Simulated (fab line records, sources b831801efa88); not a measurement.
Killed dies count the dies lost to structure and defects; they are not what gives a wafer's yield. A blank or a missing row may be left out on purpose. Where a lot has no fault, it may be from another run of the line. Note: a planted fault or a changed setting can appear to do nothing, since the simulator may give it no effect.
fab line records    flow sky130
[record] lots = 7  wafers = 21  last-day = 50
route steps=708 shown VIA3@585 PAD_OPEN@708
lots with no fault: from the same line, run without faults
start-h: hours from the record's first day to the start of the lot's first wafer shown    wait-h: hours from the lot's prior step to this one    " the same as in the row above    L1.1+2: a row that stands for several wafers    - no value, or no start was given    * or withheld: withheld    < > ~ a bound
route shown NAME@n: names a module that has steps shown in the file, with the first one's number in the route    usual: the fault-free wafers' mean and standard deviation    same: alike in all rows    chamber/n: place in a boat    sites: the reading at each site    _std_site: standard deviation across them    _edge_site: mean of outer sites minus mean of inner sites    radius-mm: for every site, how far away it sits from the centre of the wafer    mask NAME#n: copy n    behind: the last tool/chamber to shape the wafer    hold: cause of the lot's hold/its duration in hours/its outcome    device: names the non-switching transistor (n, p or np)    end of line: the same wafers' tests at the end of the route    step lacking rows: just its recipe    killed: dies that structure and defects cost at the first sort, which is not the same as the wafer's yield    map: a wafer's dies, x killed, . not, _ none there
set.NAME: the run value of the setting; set.NAME@STEP: its run value at that earlier step    model.NAME: the simulator's own value behind a step, which no gauge read
lots seen at some steps along the route; tables by step, rows by wafer
services: when a tool's chamber went out of use (start-h, in hours from the record's first day, below 0 if earlier), for how many hours, and the reason
[[steps]]
[step SKY_VIA3_CD_MEAS_12]
[recipe] target-cd-nm = 200
[usual] cd-nm = 200.2/1.3
lot.wafer  tool       chamber  start-h  wait-h  cd-nm
L268.3     cd-sem-02  -        948.20   -       199.7
L268.4     "          -        "        "       201.9
L268.6     "          -        "        "       200.7
L271.1     cd-sem-02  -        962.66   -       200.5
L271.2     "          -        "        "       201.2
L271.6     "          -        "        "       199.9
L274.3     cd-sem-01  -        985.07   -       201.7
L274.5     "          -        "        "       201.4
L274.6     "          -        "        "       201.5
L277.1     cd-sem-01  -        1012.57  -       199.6
L277.2     "          -        "        "       198.3
L277.4     "          -        "        "       199.4
L278.2     cd-sem-01  -        1016.18  -       201.7
L278.3     "          -        "        "       200.4
L278.4     "          -        "        "       201.7
L283.2     cd-sem-01  -        1048.74  -       201.4
L283.3     "          -        "        "       200.1
L283.4     "          -        "        "       200.3
L287.1     cd-sem-01  -        1068.61  -       199.9
L287.3     "          -        "        "       199.0
L287.5     "          -        "        "       198.0
[step SKY_VIA3_OVL_MEAS_13]
[usual] VIA3_OVL = -1/5.2
lot.wafer  tool        chamber  start-h  wait-h  VIA3_OVL[nm]
L268.3     overlay-02  -        948.29   0.1     -9
L268.4     "           -        "        "       1
L268.6     "           -        "        "       8
L271.1     overlay-01  -        962.78   0.1     1
L271.2     "           -        "        "       -4
L271.6     "           -        "        "       0
L274.3     overlay-01  -        985.16   0.1     -2
L274.5     "           -        "        "       -2
L274.6     "           -        "        "       4
L277.1     overlay-02  -        1012.69  0.1     1
L277.2     "           -        "        "       -8
L277.4     "           -        "        "       -3
L278.2     overlay-02  -        1016.29  0.1     -3
L278.3     "           -        "        "       -3
L278.4     "           -        "        "       3
L283.2     overlay-01  -        1048.85  0.1     6
L283.3     "           -        "        "       -8
L283.4     "           -        "        "       2
L287.1     overlay-01  -        1068.73  0.1     -5
L287.3     "           -        "        "       -8
L287.5     "           -        "        "       -5
[step SKY_VIA3_ETCH_14]
[recipe] chemistry = N2/H2  target = BARC  ion-energy-ev = 196.1  source-w = 500  bias-w = 100  pressure-mtorr = 30  n2-flow-sccm = 100  h2-flow-sccm = 200  stop-on = SiO2  time-s = 45.9  target-depth-a = 600
[usual] drypump-motor-current-A = 5.8/0.36  oes-product-au = 0.855/0.0049  throttle-valve-pct = 13.224/0.0094
lot.wafer  tool         chamber  start-h  wait-h  drypump-motor-current-A  oes-product-au  rf-hours-counter-h  throttle-valve-pct
L268.3     rie-diel-04  2        948.32   0.0     6.1                      0.858           13                  13.220
L268.4     "            1        "        "       5.8                      0.862           15                  13.223
L268.6     "            0        "        "       5.6                      0.857           -                   13.240
L271.1     rie-diel-04  1        962.82   0.0     5.8                      0.847           15                  13.232
L271.2     "            2        "        "       6.1                      0.856           14                  13.209
L271.6     "            1        "        "       5.8                      0.857           -                   13.236
L274.3     rie-diel-03  3        985.18   0.0     6.4                      0.852           19                  13.236
L274.5     "            3        "        "       6.3                      0.853           -                   13.217
L274.6     "            0        "        "       6.4                      0.864           -                   13.230
L277.1     rie-diel-01  0        1012.73  0.0     6.4                      0.862           27                  13.237
L277.2     "            3        "        "       5.8                      0.859           24                  13.213
L277.4     "            1        "        "       5.3                      0.850           17                  13.212
L278.2     rie-diel-01  1        1016.32  0.0     5.3                      0.853           17                  13.209
L278.3     "            0        "        "       6.4                      0.863           27                  13.226
L278.4     "            3        "        "       5.8                      0.860           24                  13.231
L283.2     rie-diel-04  0        1048.88  0.0     5.6                      0.859           17                  13.219
L283.3     "            1        "        "       5.8                      0.860           18                  13.217
L283.4     "            3        "        "       5.6                      0.866           13                  13.229
L287.1     rie-diel-01  2        1068.77  0.0     5.9                      0.863           13                  13.216
L287.3     "            1        "        "       5.3                      0.858           19                  13.231
L287.5     "            2        "        "       5.9                      0.853           -                   13.210
[step SKY_VIA3_ETCH_15]
[recipe] target = SiO2  chemistry = C4F8/O2/Ar  target-depth-nm = 507  stop-on = TiN  mask-material = KrF-thick  source-w = 1500  bias-w = 1200  pressure-mtorr = 40  c4f8-flow-sccm = withheld  O2_flow_sccm = 6  Ar_flow_sccm = 300  time-s = 78
[usual] oes-product-au = 0.946/0.0046
lot.wafer  tool         chamber  start-h  wait-h  oes-product-au  rf-hours-counter-h
L268.3     rie-diel-04  2        948.36   0.0     0.948           13
L268.4     "            1        "        "       0.949           15
L268.6     "            0        "        "       0.948           -
L271.1     rie-diel-04  1        962.86   0.0     0.947           15
L271.2     "            2        "        "       0.942           14
L271.6     "            1        "        "       0.945           -
L274.3     rie-diel-03  3        985.23   0.0     0.947           19
L274.5     "            3        "        "       0.956           -
L274.6     "            0        "        "       0.947           -
L277.1     rie-diel-01  0        1012.77  0.0     0.945           27
L277.2     "            3        "        "       0.947           24
L277.4     "            1        "        "       0.946           17
L278.2     rie-diel-01  1        1016.36  0.0     0.946           17
L278.3     "            0        "        "       0.944           27
L278.4     "            3        "        "       0.944           24
L283.2     rie-diel-04  0        1048.92  0.0     0.949           17
L283.3     "            1        "        "       0.940           18
L283.4     "            3        "        "       0.949           13
L287.1     rie-diel-01  2        1068.81  0.0     0.945           13
L287.3     "            1        "        "       0.944           19
L287.5     "            2        "        "       0.952           -
[step SKY_VIA3_STRIP_16]
[recipe] chemistry = O2/N2  power-w = 1400  pressure-mtorr = 1500  platen-temp-c = withheld  o2-flow-sccm = 3000  n2-flow-sccm = 300  overash-fraction = 0.5
[usual] drypump-motor-current-A = 5.96/0.23  o2-flow-sccm = 3001/7.9  oes-product-au = 0.402/0.0047  strip-time-to-endpoint-s = 4.137/0.029
[same] overash-fraction = 0.5
lot.wafer  tool             chamber  start-h  wait-h  drypump-motor-current-A  o2-flow-sccm  oes-product-au  rf-hours-counter-h  strip-time-to-endpoint-s
L268.3     plasma-asher-02  1        948.45   0.1     6.03                     2994          0.410           -                   4.125
L268.4     "                0        "        "       5.94                     2994          0.402           -                   4.204
L268.6     "                1        "        "       6.00                     3004          0.400           -                   4.160
L271.1     plasma-asher-03  0        962.92   0.0     6.32                     3009          0.399           105                 4.208
L271.2     "                1        "        "       5.77                     2994          0.404           105                 4.167
L271.6     "                0        "        "       6.32                     3002          0.400           -                   4.189
L274.3     plasma-asher-03  0        985.32   0.1     6.32                     3005          0.404           -                   4.150
L274.5     "                0        "        "       6.33                     3000          0.404           -                   4.133
L274.6     "                1        "        "       5.77                     2983          0.397           -                   4.112
L277.1     plasma-asher-01  1        1012.83  0.0     5.43                     2992          0.407           86                  4.133
L277.2     "                0        "        "       6.11                     2991          0.405           86                  4.160
L277.4     "                0        "        "       6.09                     2997          0.405           -                   4.104
L278.2     plasma-asher-03  1        1016.42  0.0     5.80                     3008          0.403           110                 4.121
L278.3     "                1        "        "       5.79                     3017          0.399           -                   4.137
L278.4     "                0        "        "       6.33                     3004          0.399           -                   4.135
L283.2     plasma-asher-02  1        1048.98  0.0     6.01                     3008          0.400           62                  4.174
L283.3     "                0        "        "       5.92                     2990          0.409           -                   4.187
L283.4     "                1        "        "       5.99                     3001          0.403           -                   4.168
L287.1     plasma-asher-03  1        1068.87  0.0     5.77                     2999          0.405           0                   4.106
L287.3     "                1        "        "       5.78                     3008          0.408           -                   4.101
L287.5     "                0        "        "       6.33                     3008          0.400           -                   4.121
[step SKY_VIA3_STRIP_17]
[recipe] chemistry = post-etch-residue-remover  time-s = 1200  temp-c = 72.5
[step SKY_VIA3_CLEAN_18]
[recipe] chemistry = IPA  time-s = 180  temp-c = 25
[step SKY_VIA3_CLEAN_19]
[recipe] chemistry = O3/DIW  dry = n2-spin
[step SKY_VIA3_SPUTTER_20]
[recipe] material = TiN  target-thk-nm = 20  chamber-pressure-pa = 5  power-w = 4000  time-s = 80
[usual] throttle-valve-pct = 29.9/1.2
lot.wafer  tool            chamber  start-h  wait-h  throttle-valve-pct
L268.3     pvd-sputter-02  -        949.01   0.0     31.3
L268.4     "               -        "        "       30.1
L268.6     "               -        "        "       28.1
L271.1     pvd-sputter-02  -        963.54   0.0     30.1
L271.2     "               -        "        "       31.5
L271.6     "               -        "        "       31.3
L274.3     pvd-sputter-03  -        985.88   0.0     31.8
L274.5     "               -        "        "       31.6
L274.6     "               -        "        "       29.1
L277.1     pvd-sputter-03  -        1013.43  0.0     30.7
L277.2     "               -        "        "       28.8
L277.4     "               -        "        "       29.0
L278.2     pvd-sputter-03  -        1017.05  0.0     29.1
L278.3     "               -        "        "       31.9
L278.4     "               -        "        "       31.0
L283.2     pvd-sputter-02  -        1049.58  0.0     30.0
L283.3     "               -        "        "       28.1
L283.4     "               -        "        "       29.9
L287.1     pvd-sputter-03  -        1069.46  0.0     31.0
L287.3     "               -        "        "       28.8
L287.5     "               -        "        "       31.0
[step SKY_VIA3_CVD_21]
[recipe] material = W  target-thk-nm = 390  time-s = 117.31  temp-c = 400  pressure-torr = 40
[usual] heater-power-outer-w = 503/44  heater-power-w = 828/57
lot.wafer  tool      chamber  start-h  wait-h  heater-power-outer-w  heater-power-w
L268.3     cvd-w-01  1        949.11   0.1     462                   780
L268.4     "         0        "        "       540                   887
L268.6     "         0        "        "       537                   887
L271.1     cvd-w-01  0        963.60   0.0     533                   899
L271.2     "         1        "        "       480                   796
L271.6     "         1        "        "       470                   774
L274.3     cvd-w-01  1        985.98   0.1     472                   768
L274.5     "         1        "        "       464                   777
L274.6     "         0        "        "       534                   884
L277.1     cvd-w-01  0        1013.50  0.0     532                   881
L277.2     "         1        "        "       469                   769
L277.4     "         1        "        "       474                   745
L278.2     cvd-w-01  0        1017.11  0.0     536                   872
L278.3     "         1        "        "       482                   767
L278.4     "         0        "        "       545                   879
L283.2     cvd-w-01  0        1049.64  0.0     547                   877
L283.3     "         1        "        "       482                   805
L283.4     "         0        "        "       548                   922
L287.1     cvd-w-01  0        1069.52  0.0     547                   900
L287.3     "         0        "        "       551                   897
L287.5     "         1        "        "       457                   769
[step SKY_VIA3_RS_MEAS_22]
[recipe] thk-meas-gauge = four-point-probe  reads = W_of_VIA3_CVD_21+TiN_of_VIA3_SPUTTER_20
[usual] VIA3_W_RS = 0.2937/0.0029
lot.wafer  tool           chamber  start-h  wait-h  VIA3_W_RS[ohm/sq]
L268.3     film-metro-03  -        949.23   0.1     0.2978
L268.4     "              -        "        "       0.2925
L268.6     "              -        "        "       0.2885
L271.1     film-metro-03  -        963.72   0.1     0.2899
L271.2     "              -        "        "       0.2930
L271.6     "              -        "        "       0.2965
L274.3     film-metro-03  -        986.10   0.1     0.3007
L274.5     "              -        "        "       0.2994
L274.6     "              -        "        "       0.2956
L277.1     film-metro-02  -        1013.62  0.1     0.2927
L277.2     "              -        "        "       0.2962
L277.4     "              -        "        "       0.2925
L278.2     film-metro-03  -        1017.25  0.1     0.2926
L278.3     "              -        "        "       0.2972
L278.4     "              -        "        "       0.2934
L283.2     film-metro-02  -        1049.78  0.1     0.2908
L283.3     "              -        "        "       0.2916
L283.4     "              -        "        "       0.2936
L287.1     film-metro-04  -        1069.65  0.1     0.2902
L287.3     "              -        "        "       0.2884
L287.5     "              -        "        "       0.2912
[step SKY_VIA3_THK_MEAS_23]
[recipe] thk-meas-gauge = xrf  reads = W_of_VIA3_CVD_21
[usual] VIA3_W_THK = 408/8
lot.wafer  tool           chamber  start-h  wait-h  VIA3_W_THK[nm]
L268.3     film-metro-03  -        949.33   0.1     403
L268.4     "              -        "        "       409
L268.6     "              -        "        "       415
L271.1     film-metro-03  -        963.84   0.1     413
L271.2     "              -        "        "       410
L271.6     "              -        "        "       404
L274.3     film-metro-03  -        986.20   0.1     399
L274.5     "              -        "        "       401
L274.6     "              -        "        "       407
L277.1     film-metro-02  -        1013.74  0.1     414
L277.2     "              -        "        "       407
L277.4     "              -        "        "       413
L278.2     film-metro-03  -        1017.36  0.1     417
L278.3     "              -        "        "       406
L278.4     "              -        "        "       412
L283.2     film-metro-02  -        1049.89  0.1     419
L283.3     "              -        "        "       413
L283.4     "              -        "        "       412
L287.1     film-metro-04  -        1069.77  0.1     402
L287.3     "              -        "        "       405
L287.5     "              -        "        "       402
[step SKY_VIA3_CMP_24]
[recipe] stop-on = SiO2  t-overpolish-s = 20  down-force-psi = 3.5  platen-rpm = 60  target-thk-nm = 0  pad-velocity-m-s = 0.94248
[usual] head-pressure-psi = 3.500/0.0076  motor-current-A = 11.0/0.49  overpolish-run-s = 20.000/0.0089  platen-rpm = 60.00/0.039  time-to-endpoint-s = 95/4.3
lot.wafer  tool    chamber  start-h  wait-h  head-pressure-psi  motor-current-A  overpolish-run-s  platen-rpm  time-to-endpoint-s
L268.3     cmp-02  1        949.42   0.1     3.494              10.4             20.006            60.02       96
L268.4     "       2        "        "       3.494              10.8             20.012            60.04       92
L268.6     "       0        "        "       3.496              11.0             20.007            60.04       98
L271.1     cmp-01  0        963.95   0.1     3.505              11.1             20.007            59.96       94
L271.2     "       1        "        "       3.486              11.0             19.987            60.04       89
L271.6     "       3        "        "       3.503              11.6             19.998            59.98       96
L274.3     cmp-01  0        986.24   0.0     3.513              11.3             0.050             59.97       146
L274.6     "       0        "        "       3.521              11.1             0.036             60.00       148
L274.5     "       1        "        "       3.492              10.2             0.040             60.09       146
L277.1     cmp-01  3        1013.80  0.1     3.496              11.5             0.044             60.03       149
L277.4     "       1        "        "       3.499              11.9             0.037             60.06       148
L277.2     "       2        "        "       3.490              11.1             0.034             60.04       147
L278.3     cmp-01  0        1017.41  0.0     3.505              11.3             0.037             60.00       147
L278.4     "       1        "        "       3.501              11.1             0.049             59.96       148
L278.2     "       3        "        "       3.492              12.0             0.035             59.98       149
L283.2     cmp-02  0        1050.47  0.6     3.495              10.9             19.986            60.02       98
L283.3     "       2        "        "       3.489              11.1             20.025            59.91       96
L283.4     "       3        "        "       3.495              10.5             19.996            60.02       97
L287.3     cmp-02  2        1069.83  0.0     3.518              11.1             19.999            59.93       94
L287.1     "       0        "        "       3.506              11.2             20.000            59.94       97
L287.5     "       2        "        "       3.510              11.2             20.004            60.01       94
[step SKY_PAD_OPEN_PROBE_99]
[usual] defect-limited-yield = 82.6/1.8  killed_at_M0_to_M3 = 43/6.6  killed_at_M4_up = 3.4/1.8  killed-at-contacts = 24/4.9  killed-at-front-end = 15/4.1  killed-at-other = 0.3/0.55  killed-dies = 85/8.8  killed-on-rim = 17/3.7  killed-open = 46/6.1  killed-short = 39/5.7  sort_bin_3_pad_short = 0.9/0.41  sort_bin_5_function = 10.1/1.5  sort_bin_6_memory = 6.4/1  sort-n-pass = 407/8.8  sort-yield-pct = 82.6/1.8
[same] gross-dies = 492  killed-at-back-side = 0  sort_bin_4_leakage[%] = 0  sort_bin_8_speed[%] = 0
lot.wafer  tool       chamber  start-h  wait-h  hold                    defect-limited-yield[%]  killed_at_M0_to_M3  killed_at_M4_up  killed-at-contacts  killed-at-front-end  killed-at-other  killed-dies  killed-on-rim  killed-open  killed-short  sort_bin_3_pad_short[%]  sort_bin_5_function[%]  sort_bin_6_memory[%]  sort-n-pass  sort-yield-pct[%]
L268.3     prober-02  -        1093.81  0.2     -                       83.1                     39                  4                21                  19                   0                83           15             41           42            0.4                      8.5                     7.9                   409          83.1
L268.4     prober-02  -        1093.86  0.2     -                       82.5                     36                  3                32                  14                   1                86           20             50           36            1.2                      8.9                     7.3                   406          82.5
L268.6     prober-02  -        1093.96  0.2     -                       85.6                     35                  4                22                  10                   0                71           15             32           39            0.4                      8.3                     5.7                   421          85.6
L271.1     prober-01  -        1104.39  0.1     -                       85.4                     39                  1                25                  7                    0                72           16             39           33            0.8                      7.5                     6.3                   420          85.4
L271.2     prober-01  -        1104.44  0.1     -                       82.3                     47                  5                23                  12                   0                87           15             48           39            1.0                      8.7                     7.9                   405          82.3
L271.6     prober-01  -        1104.64  0.2     -                       86.0                     28                  3                21                  17                   0                69           8              40           29            1.0                      6.5                     6.5                   423          86.0
L274.3     prober-02  -        1124.96  0.2     await-dispo/3.7h/scrap  0                        457                 3                17                  15                   0                492          96             36           39            86.6                     8.1                     5.3                   0            0
L274.5     prober-02  -        1125.06  0.2     await-dispo/3.7h/scrap  0                        453                 5                23                  11                   0                492          96             52           30            83.3                     8.9                     7.7                   0            0
L274.6     prober-02  -        1125.11  0.2     await-dispo/3.7h/scrap  0                        452                 5                20                  13                   2                492          96             46           37            84.8                     10.4                    4.9                   0            0
L277.1     prober-01  -        1145.70  0.1     await-dispo/2.5h/scrap  0                        443                 1                30                  18                   0                492          96             49           46            81.7                     12.4                    5.9                   0            0
L277.2     prober-01  -        1145.75  0.1     await-dispo/2.5h/scrap  0                        455                 5                19                  13                   0                492          96             47           39            83.3                     11.0                    5.7                   0            0
L277.4     prober-01  -        1145.85  0.2     await-dispo/2.5h/scrap  0                        453                 3                24                  12                   0                492          96             44           35            84.8                     8.3                     6.9                   0            0
L278.2     prober-02  -        1149.46  0.1     await-dispo/3.0h/scrap  0                        444                 3                31                  14                   0                492          96             49           34            83.5                     9.3                     7.1                   0            0
L278.3     prober-02  -        1149.51  0.2     await-dispo/3.0h/scrap  0                        454                 2                17                  19                   0                492          96             44           39            83.9                     8.9                     7.1                   0            0
L278.4     prober-02  -        1149.56  0.2     await-dispo/3.0h/scrap  0                        461                 1                17                  13                   0                492          96             46           36            83.7                     9.1                     7.1                   0            0
L283.2     prober-01  -        1174.45  0.1     -                       84.6                     39                  1                20                  16                   0                76           21             38           38            0.4                      9.1                     5.9                   416          84.6
L283.3     prober-01  -        1174.50  0.2     -                       82.7                     37                  5                22                  20                   1                85           19             51           34            0.8                      11.6                    4.9                   407          82.7
L283.4     prober-01  -        1174.55  0.2     -                       80.7                     47                  4                27                  17                   0                95           22             51           42            2.2                      9.8                     7.3                   397          80.7
L287.1     prober-01  -        1188.28  0.1     -                       83.1                     48                  3                18                  13                   1                83           13             43           40            1.0                      11.4                    4.5                   409          83.1
L287.3     prober-01  -        1188.38  0.2     -                       82.5                     49                  3                12                  20                   2                86           17             47           39            0.6                      8.9                     7.9                   406          82.5
L287.5     prober-01  -        1188.48  0.2     -                       83.5                     44                  4                15                  17                   1                81           11             44           37            1.0                      9.3                     6.1                   411          83.5
// killed by level:class
L268.3 CONTACT:geometric-particle:open=8 VIA1:geometric-particle:open=7 POLY_GATE:geometric-particle:open=6 VIA2:geometric-particle:open=6 CONTACT:geometric-particle:short=5 METAL1:geometric-particle:short=5 VIA1:geometric-particle:short=5 VIA3:geometric-particle:open=5
L268.4 CONTACT:geometric-particle:open=17 VIA1:geometric-particle:open=7 VIA3:geometric-particle:open=7 CONTACT:geometric-particle:short=6 VIA1:geometric-particle:short=5 POLY_GATE:geometric-particle:open=4 LOCAL_INTERCONNECT:geometric-particle:short=4 METAL1:geometric-particle:short=4
L268.6 CONTACT:geometric-particle:open=8 METAL1:geometric-particle:short=7 VIA1:geometric-particle:open=7 CONTACT:geometric-particle:short=6 VIA2:geometric-particle:short=6 METAL2:geometric-particle:short=4 POLY_GATE:geometric-particle:open=3 LI_CONTACT:geometric-particle:open=3
L271.1 CONTACT:geometric-particle:open=13 VIA1:geometric-particle:open=12 METAL1:geometric-particle:short=11 METAL2:geometric-particle:short=6 CONTACT:geometric-particle:short=5 LI_CONTACT:geometric-particle:short=4 VIA1:geometric-particle:short=3 LI_CONTACT:geometric-particle:open=3
L271.2 VIA1:geometric-particle:open=11 CONTACT:geometric-particle:open=11 VIA2:geometric-particle:open=8 VIA3:geometric-particle:short=7 METAL2:geometric-particle:short=7 VIA1:geometric-particle:short=6 LI_CONTACT:geometric-particle:open=6 POLY_GATE:geometric-particle:short=5
L271.6 CONTACT:geometric-particle:open=8 LI_CONTACT:geometric-particle:open=7 VIA3:geometric-particle:open=5 FIELD_ISO:geometric-particle:open=4 FIELD_ISO:geometric-particle:short=4 POLY_GATE:geometric-particle:short=4 METAL1:geometric-particle:short=4 VIA2:geometric-particle:open=4
L274.3 VIA3:area-cmp=417 VIA3:geometric-particle:open=9 CONTACT:geometric-particle:open=7 LI_CONTACT:geometric-particle:open=6 METAL2:geometric-particle:short=6 FIELD_ISO:geometric-particle:short=5 VIA2:geometric-particle:open=5 VIA2:geometric-particle:short=5
L274.5 VIA3:area-cmp=410 VIA1:geometric-particle:open=14 VIA3:geometric-particle:open=10 LI_CONTACT:geometric-particle:open=9 LOCAL_INTERCONNECT:geometric-particle:short=6 METAL1:geometric-particle:short=4 VIA2:geometric-particle:open=4 METAL3:geometric-particle:short=4
L274.6 VIA3:area-cmp=409 VIA1:geometric-particle:open=9 VIA2:geometric-particle:open=9 LI_CONTACT:geometric-particle:open=6 METAL2:geometric-particle:short=6 VIA3:geometric-particle:open=6 CONTACT:geometric-particle:short=5 LOCAL_INTERCONNECT:geometric-particle:short=4
L277.1 VIA3:area-cmp=396 VIA1:geometric-particle:open=13 CONTACT:geometric-particle:open=11 LOCAL_INTERCONNECT:geometric-particle:short=8 METAL1:geometric-particle:short=7 VIA2:geometric-particle:open=7 LI_CONTACT:geometric-particle:open=6 VIA3:geometric-particle:open=5
L277.2 VIA3:area-cmp=406 VIA3:geometric-particle:open=10 METAL1:geometric-particle:short=7 VIA1:geometric-particle:open=7 LI_CONTACT:geometric-particle:open=6 VIA2:geometric-particle:open=6 VIA3:geometric-particle:short=5 CONTACT:geometric-particle:open=5
L277.4 VIA3:area-cmp=412 VIA1:geometric-particle:open=9 LI_CONTACT:geometric-particle:open=8 CONTACT:geometric-particle:open=7 VIA3:geometric-particle:open=6 VIA2:geometric-particle:open=6 VIA1:geometric-particle:short=5 METAL1:geometric-particle:short=5
L278.2 VIA3:area-cmp=409 VIA1:geometric-particle:open=12 CONTACT:geometric-particle:open=11 LI_CONTACT:geometric-particle:open=8 LOCAL_INTERCONNECT:geometric-particle:short=8 VIA2:geometric-particle:open=6 METAL1:geometric-particle:short=5 VIA3:geometric-particle:open=5
L278.3 VIA3:area-cmp=409 VIA1:geometric-particle:open=13 METAL1:geometric-particle:short=7 FIELD_ISO:geometric-particle:open=6 LOCAL_INTERCONNECT:geometric-particle:short=6 VIA3:geometric-particle:short=5 VIA2:geometric-particle:open=5 CONTACT:geometric-particle:open=5
L278.4 VIA3:area-cmp=410 VIA1:geometric-particle:open=16 VIA2:geometric-particle:open=9 METAL2:geometric-particle:short=9 METAL1:geometric-particle:short=6 CONTACT:geometric-particle:open=5 LI_CONTACT:geometric-particle:open=5 VIA3:geometric-particle:open=5
L283.2 CONTACT:geometric-particle:open=11 VIA1:geometric-particle:open=8 FIELD_ISO:geometric-particle:short=7 VIA2:geometric-particle:open=5 METAL1:geometric-particle:short=5 VIA3:geometric-particle:open=4 METAL2:geometric-particle:short=4 VIA2:geometric-particle:short=4
L283.3 VIA1:geometric-particle:open=10 CONTACT:geometric-particle:open=9 FIELD_ISO:geometric-particle:short=7 VIA2:geometric-particle:open=7 LI_CONTACT:geometric-particle:open=6 CONTACT:geometric-particle:short=5 VIA3:geometric-particle:open=5 FIELD_ISO:geometric-particle:open=4
L283.4 VIA2:geometric-particle:open=11 VIA1:geometric-particle:open=10 CONTACT:geometric-particle:open=10 LOCAL_INTERCONNECT:geometric-particle:short=6 CONTACT:geometric-particle:short=6 METAL3:geometric-particle:short=6 LI_CONTACT:geometric-particle:open=5 FIELD_ISO:geometric-particle:open=4
L287.1 VIA1:geometric-particle:open=11 METAL2:geometric-particle:short=8 POLY_GATE:geometric-particle:open=7 VIA1:geometric-particle:short=6 CONTACT:geometric-particle:open=6 CONTACT:geometric-particle:short=5 VIA2:geometric-particle:open=5 VIA3:geometric-particle:open=5
L287.3 VIA3:geometric-particle:open=11 METAL2:geometric-particle:short=10 VIA2:geometric-particle:open=9 VIA1:geometric-particle:open=7 FIELD_ISO:geometric-particle:open=5 FIELD_ISO:geometric-particle:short=5 CONTACT:geometric-particle:open=5 METAL3:geometric-particle:short=4
L287.5 VIA1:geometric-particle:open=11 VIA2:geometric-particle:open=8 FIELD_ISO:geometric-particle:open=5 FIELD_ISO:geometric-particle:short=5 LI_CONTACT:geometric-particle:open=5 METAL1:geometric-particle:short=5 CONTACT:geometric-particle:short=5 VIA2:geometric-particle:short=5
// map L274.3 (x killed, . not)
__________xxxxxxxxxx_________
________xxxxxxxxxxxxxx_______
______xxxxxxxxxxxxxxxxxx_____
_____xxxxxxxxxxxxxxxxxxxx____
____xxxxxxxxxxxxxxxxxxxxxx___
___xxxxxxxxxxxxxxxxxxxxxxxx__
__xxxxxxxxxxxxxxxxxxxxxxxxxx_
_xxxxxxxxxxxxxxxxxxxxxxxxxxxx
_xxxxxxxxxxxxxxxxxxxxxxxxxxxx
_xxxxxxxxxxxxxxxxxxxxxxxxxxxx
_xxxxxxxxxxxxxxxxxxxxxxxxxxxx
_xxxxxxxxxxxxxxxxxxxxxxxxxxxx
_xxxxxxxxxxxxxxxxxxxxxxxxxxxx
_xxxxxxxxxxxxxxxxxxxxxxxxxxxx
_xxxxxxxxxxxxxxxxxxxxxxxxxxxx
__xxxxxxxxxxxxxxxxxxxxxxxxxx_
___xxxxxxxxxxxxxxxxxxxxxxxx__
____xxxxxxxxxxxxxxxxxxxxxx___
_____xxxxxxxxxxxxxxxxxxxx____
______xxxxxxxxxxxxxxxxxx_____
________xxxxxxxxxxxxxx_______
__________xxxxxxxxxx_________
// map L277.1 (x killed, . not)
__________xxxxxxxxxx_________
________xxxxxxxxxxxxxx_______
______xxxxxxxxxxxxxxxxxx_____
_____xxxxxxxxxxxxxxxxxxxx____
____xxxxxxxxxxxxxxxxxxxxxx___
___xxxxxxxxxxxxxxxxxxxxxxxx__
__xxxxxxxxxxxxxxxxxxxxxxxxxx_
_xxxxxxxxxxxxxxxxxxxxxxxxxxxx
_xxxxxxxxxxxxxxxxxxxxxxxxxxxx
_xxxxxxxxxxxxxxxxxxxxxxxxxxxx
_xxxxxxxxxxxxxxxxxxxxxxxxxxxx
_xxxxxxxxxxxxxxxxxxxxxxxxxxxx
_xxxxxxxxxxxxxxxxxxxxxxxxxxxx
_xxxxxxxxxxxxxxxxxxxxxxxxxxxx
_xxxxxxxxxxxxxxxxxxxxxxxxxxxx
__xxxxxxxxxxxxxxxxxxxxxxxxxx_
___xxxxxxxxxxxxxxxxxxxxxxxx__
____xxxxxxxxxxxxxxxxxxxxxx___
_____xxxxxxxxxxxxxxxxxxxx____
______xxxxxxxxxxxxxxxxxx_____
________xxxxxxxxxxxxxx_______
__________xxxxxxxxxx_________
[[services]]
tool             chamber  start-h  hours  kind
pvd-sputter-03   -        926.16   2.8    repair
plasma-asher-03  -        935.23   17.4   pm
rie-diel-04      -        937.69   0.7    repair
cmp-01           -        945.36   1.8    repair
cvd-w-01         -        962.05   0.2    repair
rie-diel-01      1        962.12   8.7    repair
rie-diel-04      2        971.64   33.1   repair
cvd-w-01         -        974.82   1.2    repair
rie-diel-01      1        977.62   4.6    repair
rie-diel-01      0        978.64   4.1    repair
cmp-02           -        982.01   14.5   pm
plasma-asher-03  -        988.46   0.7    repair
cmp-01           -        994.02   3.9    repair
pvd-sputter-02   -        1002.10  4.2    repair
cmp-02           -        1005.25  2.3    repair
cmp-02           -        1009.93  3.9    pm
cvd-w-01         -        1010.96  0.6    repair
cmp-01           -        1026.63  5.9    repair
rie-diel-01      3        1032.34  19.2   repair
cmp-01           -        1047.98  2.3    repair
pvd-sputter-03   -        1054.24  5.1    repair
plasma-asher-03  -        1055.25  9.0    pm
cvd-w-01         -        1058.50  6.9    pm
cmp-01           -        1059.84  5.9    pm
[[key]]
[first-sign] step = SKY_VIA3_CMP_24  reading = overpolish-run-s  direction = down  sigmas = 99+  usual = 20.000  struck = 0.040
[effect] step = SKY_VIA3_CMP_24  reading = time-to-endpoint-s  direction = up  sigmas = 12  usual = *  struck = *
[effect] step = SKY_PAD_OPEN_PROBE_99  reading = sort_bin_3_pad_short  direction = up  sigmas = 99+  usual = 0.9  struck = 84.0
[more-kills-born-at] SKY_VIA3_CMP_24@cmp-01 = 3678
met-at SKY_VIA3_CMP_24
struck-wafers L274.3,L274.5,L274.6,L277.1,L277.2,L277.4,L278.2,L278.3,L278.4
later-rows-left-out L274.3,L274.5,L274.6,L277.1,L277.2,L277.4,L278.2,L278.3,L278.4
onset-between 963.95 986.24
[fault] kind = process-parameter-drift  tool = cmp-01  chamber = -  onset-h = 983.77  steps = SKY_VIA3_CMP_24  channel = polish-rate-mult  offset = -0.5  shape = step  end-h = 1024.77
// later-rows-left-out: the simulator's readings of these wafers behind a module that went badly wrong aren't trusted and aren't shown, but for the sort
